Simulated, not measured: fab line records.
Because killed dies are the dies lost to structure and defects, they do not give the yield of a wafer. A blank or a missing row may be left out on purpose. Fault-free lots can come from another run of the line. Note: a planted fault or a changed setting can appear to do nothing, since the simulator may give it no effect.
fab line records    flow sfqLine
record lots=11  wafers=33  lastDay=78
route steps=325 shown M5@205 A5B@209 M6@258
lots that met no fault: taken from a fault-free run of the same line
startH: hours from the record's opening day to when the first of the lot's shown wafers began    waitH: time in hours since the lot's previous step    " identical to the entry in the row above    L1.1+2: one row covering several wafers at once    - value missing, or start not given    * or withheld: withheld    < > ~ a bound
route shown NAME@n: names a module that has steps shown in the file, with the first one's number in the route    usual: average and standard deviation across the fault-free wafers    same: alike in all rows    chamber/n: place in a boat    sites: readings site by site    _std_site: the values' standard deviation    _edge_site: the outer-site mean with the inner-site mean subtracted    radiusMm: how far each site lies from the wafer's centre    mask NAME#n: copy n    behind: the most recent tool/chamber to have shaped the wafer    hold: what put the lot on hold/how long, in hours/how the hold closed    device: which transistor (n, p or np) failed to switch    end of line: tests of these same wafers at the route's end    for a step that has no rows: nothing shown but its recipe    killed: count of dies lost to structure and defects at first sort (not the wafer's yield)    map: shows each die of a wafer: x if killed, . if not, _ if none is there
set.NAME: the run value of the setting; set.NAME@STEP: its run value at that earlier step    model.NAME: the simulator's own value behind a step, which no gauge read
route steps across a sampled set of lots; one table per step, one row per wafer
services: a tool's chamber out of use, with start hour (startH, from the record's first day; less than 0 if before it), hours out, and reason
## steps
# step SFQ_TRILAYER_M5_BARC_OPEN_METAL_ETCH_161
# recipe maskMaterial=PR  chemistry=O2  targetDepthNm=125  target=BARC  icpW=600  biasW=80  pressureMtorr=10  timeS=41.7
# usual drypumpMotorCurrentA=5.66/0.3  oesProductAu=0.685/0.0044
# same timeS=41.7
lot.wafer  tool         chamber  startH   waitH  drypumpMotorCurrentA  oesProductAu  rfHoursCounterH
L422.2     rieMetal-01  1        1112.06  0.0    5.47                  0.682         104
L422.5     "            0        "        "      5.92                  0.687         -
L422.6     "            1        "        "      5.49                  0.691         -
L423.1     rieMetal-04  0        1131.26  0.0    6.12                  0.679         9
L423.2     "            1        "        "      5.65                  0.685         162
L423.4     "            1        "        "      5.63                  0.681         -
L424.1     rieMetal-01  0        1145.66  0.0    5.89                  0.684         147
L424.2     "            1        "        "      5.47                  0.680         108
L424.5     "            1        "        "      5.46                  0.681         -
L425.2     rieMetal-03  1        1160.06  0.0    5.30                  0.677         49
L425.3     "            1        "        "      5.32                  0.684         -
L425.4     "            0        "        "      5.52                  0.680         -
L426.4     rieMetal-03  1        1167.28  0.0    5.26                  0.687         -
L426.5     "            0        "        "      5.50                  0.689         -
L426.6     "            1        "        "      5.29                  0.681         -
L427.2     rieMetal-01  0        1172.06  0.0    5.88                  0.685         150
L427.4     "            0        "        "      5.91                  0.684         -
L427.5     "            0        "        "      5.88                  0.691         -
L428.3     rieMetal-03  0        1175.68  0.0    5.51                  0.684         -
L428.5     "            1        "        "      5.29                  0.685         -
L428.6     "            0        "        "      5.50                  0.683         -
L429.1     rieMetal-03  1        1181.66  0.0    5.34                  0.686         52
L429.2     "            0        "        "      5.52                  0.684         116
L429.5     "            1        "        "      5.30                  0.689         -
L430.2     rieMetal-04  0        1201.00  0.0    6.11                  0.680         -
L430.3     "            0        "        "      6.13                  0.687         -
L430.6     "            0        "        "      6.11                  0.691         -
L434.2     rieMetal-03  0        1265.09  0.0    5.51                  0.680         124
L434.3     "            0        "        "      5.54                  0.688         -
L434.4     "            1        "        "      5.25                  0.686         -
L435.1     rieMetal-01  1        1283.46  0.0    5.44                  0.682         125
L435.2     "            0        "        "      5.90                  0.687         1
L435.6     "            1        "        "      5.47                  0.683         -
# step SFQ_TRILAYER_M5_STRIP_STRIP_127
# recipe gas=O2  powerW=200  platenTempC=40  overashFraction=0.65  chemistry=O2  pressureMtorr=50
# usual drypumpMotorCurrentA=5.66/0.3  oesProductAu=1.004/0.0067
lot.wafer  tool         chamber  startH   waitH  drypumpMotorCurrentA  oesProductAu  rfHoursCounterH
L422.2     rieMetal-01  1        1112.31  0.1    5.47                  0.991         104
L422.5     "            0        "        "      5.92                  1.006         -
L422.6     "            1        "        "      5.46                  0.995         -
L423.1     rieMetal-04  0        1131.51  0.1    6.12                  1.003         10
L423.2     "            1        "        "      5.65                  1.000         162
L423.4     "            1        "        "      5.65                  1.007         -
L424.1     rieMetal-01  0        1145.91  0.1    5.91                  1.002         147
L424.2     "            1        "        "      5.47                  0.992         108
L424.5     "            1        "        "      5.47                  1.005         -
L425.2     rieMetal-03  1        1160.31  0.1    5.26                  1.010         49
L425.3     "            1        "        "      5.27                  1.009         -
L425.4     "            0        "        "      5.52                  0.994         -
L426.4     rieMetal-03  1        1167.71  0.3    5.24                  1.019         -
L426.5     "            0        "        "      5.52                  0.998         -
L426.6     "            1        "        "      5.26                  1.009         -
L427.2     rieMetal-01  0        1172.31  0.1    5.88                  1.002         150
L427.4     "            0        "        "      5.89                  1.009         -
L427.5     "            0        "        "      5.90                  1.006         -
L428.3     rieMetal-03  0        1176.11  0.3    5.52                  0.995         -
L428.5     "            1        "        "      5.30                  1.011         -
L428.6     "            0        "        "      5.49                  1.010         -
L429.1     rieMetal-03  1        1181.91  0.1    5.32                  1.013         52
L429.2     "            0        "        "      5.53                  1.005         116
L429.5     "            1        "        "      5.30                  1.008         -
L430.2     rieMetal-04  0        1201.69  0.5    6.14                  0.999         -
L430.3     "            0        "        "      6.12                  1.006         -
L430.6     "            0        "        "      6.12                  1.008         -
L434.2     rieMetal-03  0        1265.34  0.1    5.51                  0.999         124
L434.3     "            0        "        "      5.49                  1.000         -
L434.4     "            1        "        "      5.29                  1.008         -
L435.1     rieMetal-01  1        1283.71  0.1    5.47                  0.999         125
L435.2     "            0        "        "      5.91                  0.998         2
L435.6     "            1        "        "      5.49                  1.001         -
# step SFQ_TRILAYER_A5B_DEP_PECVD_129
# recipe material=SiO2  tempC=150  timeS=133.33  pressureTorr=2.4  rfW=183.3  precursor=SiH4/N2O  targetThkNm=600
# usual heaterPowerW=94/25  throttleValvePct=24.5/1.3
# same timeS=133.33
lot.wafer  tool      chamber  startH   waitH  heaterPowerW  throttleValvePct
L422.2     pecvd-03  2        1113.09  0.0    76            25.4
L422.5     "         1        "        "      77            23.8
L422.6     "         2        "        "      80            25.5
L423.1     pecvd-01  0        1132.29  0.0    66            25.2
L423.2     "         1        "        "      78            23.8
L423.4     "         0        "        "      67            25.5
L424.1     pecvd-03  0        1146.69  0.0    140           22.7
L424.2     "         2        "        "      83            25.4
L424.5     "         1        "        "      63            24.0
L425.2     pecvd-03  2        1161.09  0.0    78            25.9
L425.3     "         1        "        "      77            24.2
L425.4     "         0        "        "      142           22.9
L426.4     pecvd-02  2        1168.33  0.0    98            26.3
L426.5     "         0        "        "      128           26.1
L426.6     "         1        "        "      119           27.5
L427.2     pecvd-01  2        1173.09  0.0    80            23.6
L427.4     "         0        "        "      68            25.3
L427.5     "         1        "        "      73            23.7
L428.3     pecvd-02  0        1176.69  0.0    108           26.4
L428.5     "         0        "        "      114           26.3
L428.6     "         1        "        "      109           27.5
L429.1     pecvd-03  1        1182.69  0.0    77            23.9
L429.2     "         2        "        "      83            25.6
L429.5     "         1        "        "      63            24.3
L430.2     pecvd-01  0        1202.87  0.0    56            25.4
L430.3     "         2        "        "      86            23.6
L430.6     "         0        "        "      61            25.5
L434.2     pecvd-01  1        1266.11  0.0    86            23.8
L434.3     "         0        "        "      64            25.4
L434.4     "         1        "        "      88            23.5
L435.1     pecvd-01  1        1284.49  0.0    84            23.8
L435.2     "         2        "        "      85            23.7
L435.6     "         0        "        "      67            25.7
# step SFQ_TRILAYER_M6_LITHO_EXPOSE_160
# recipe maskId=M6  na=0.6  sourceShape=conventional  sigmaOuter=0.65  targetCdNm=500  doseMj=14.4
# usual exposureDoseMJCm2=14.403/0.013
lot.wafer  tool           chamber  startH   waitH  mask  exposureDoseMJCm2
L422.2     krfScanner-01  0        1522.69  -      M6#0  14.389
L422.5     "              0        "        "      M6#0  14.419
L422.6     "              0        "        "      M6#0  14.419
L423.1     krfScanner-01  0        1538.09  -      M6#0  14.422
L423.2     "              0        "        "      M6#0  14.421
L423.4     "              0        "        "      M6#0  14.411
L424.1     krfScanner-01  0        1553.69  -      M6#0  14.421
L424.2     "              0        "        "      M6#0  14.383
L424.5     "              0        "        "      M6#0  14.401
L425.2     krfScanner-01  0        1564.69  -      M6#0  14.398
L425.3     "              0        "        "      M6#0  14.400
L425.4     "              0        "        "      M6#0  14.374
L426.4     krfScanner-01  0        1567.49  -      M6#0  14.408
L426.5     "              0        "        "      M6#0  14.404
L426.6     "              0        "        "      M6#0  14.395
L427.2     krfScanner-01  0        1574.29  -      M6#0  14.423
L427.4     "              0        "        "      M6#0  14.407
L427.5     "              0        "        "      M6#0  14.400
L428.3     krfScanner-01  0        1578.09  -      M6#0  14.691
L428.5     "              0        "        "      M6#0  14.682
L428.6     "              0        "        "      M6#0  14.670
L429.1     krfScanner-01  0        1582.49  -      M6#0  14.677
L429.2     "              0        "        "      M6#0  14.682
L429.5     "              0        "        "      M6#0  14.674
L430.2     krfScanner-01  0        1593.49  -      M6#0  14.669
L430.3     "              0        "        "      M6#0  14.673
L430.6     "              0        "        "      M6#0  14.687
L434.2     krfScanner-02  0        1644.89  -      M6#0  14.423
L434.3     "              0        "        "      M6#0  14.416
L434.4     "              0        "        "      M6#0  14.397
L435.1     krfScanner-02  0        1656.69  -      M6#0  14.382
L435.2     "              0        "        "      M6#0  14.396
L435.6     "              0        "        "      M6#0  14.397
## services
tool           chamber  startH   hours  kind
krfScanner-01  -        1089.13  0.8    pm
krfScanner-01  -        1098.28  1.0    pm
krfScanner-01  -        1177.30  3.3    repair
krfScanner-01  -        1209.05  4.4    pm
krfScanner-01  -        1216.61  6.4    repair
rieMetal-03    -        1230.41  1.4    pm
krfScanner-01  -        1257.42  0.8    pm
krfScanner-01  -        1260.57  4.0    pm
krfScanner-01  -        1264.60  1.3    pm
rieMetal-01    -        1265.25  2.8    pm
krfScanner-01  -        1267.27  1.0    pm
rieMetal-01    -        1281.27  1.4    pm
krfScanner-01  -        1370.17  0.6    repair
rieMetal-03    -        1423.99  2.8    pm
krfScanner-01  -        1425.21  0.8    pm
krfScanner-01  -        1426.19  0.2    repair
krfScanner-01  -        1435.34  1.0    pm
krfScanner-01  -        1438.49  1.3    pm
rieMetal-03    1        1479.73  7.8    repair
rieMetal-03    -        1581.46  14.6   pm
krfScanner-01  -        1594.49  0.8    pm
krfScanner-01  -        1604.34  1.0    pm
krfScanner-01  -        1613.48  1.3    pm
krfScanner-01  -        1628.23  1.0    repair
## key
firstSign step=SFQ_TRILAYER_M6_LITHO_EXPOSE_160  reading=exposureDoseMJCm2  direction=up  sigmas=22  usual=14.403  struck=14.678
effect none on later readings
metAt SFQ_TRILAYER_M6_LITHO_EXPOSE_160
struckLots L428,L429,L430
notActingAt SFQ_TRILAYER_M5_BARC_OPEN_METAL_ETCH_161,SFQ_TRILAYER_M5_STRIP_STRIP_127,SFQ_TRILAYER_A5B_DEP_PECVD_129
onsetBetween 1574.29 1578.09
fault kind=processParameterDrift  tool=krfScanner-01  chamber=-  onsetH=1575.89  steps=SFQ_TRILAYER_M6_LITHO_EXPOSE_160  channel=doseMj  offset=0.28088  shape=step  actsIn=theseRecipesOnly  stated=14.4
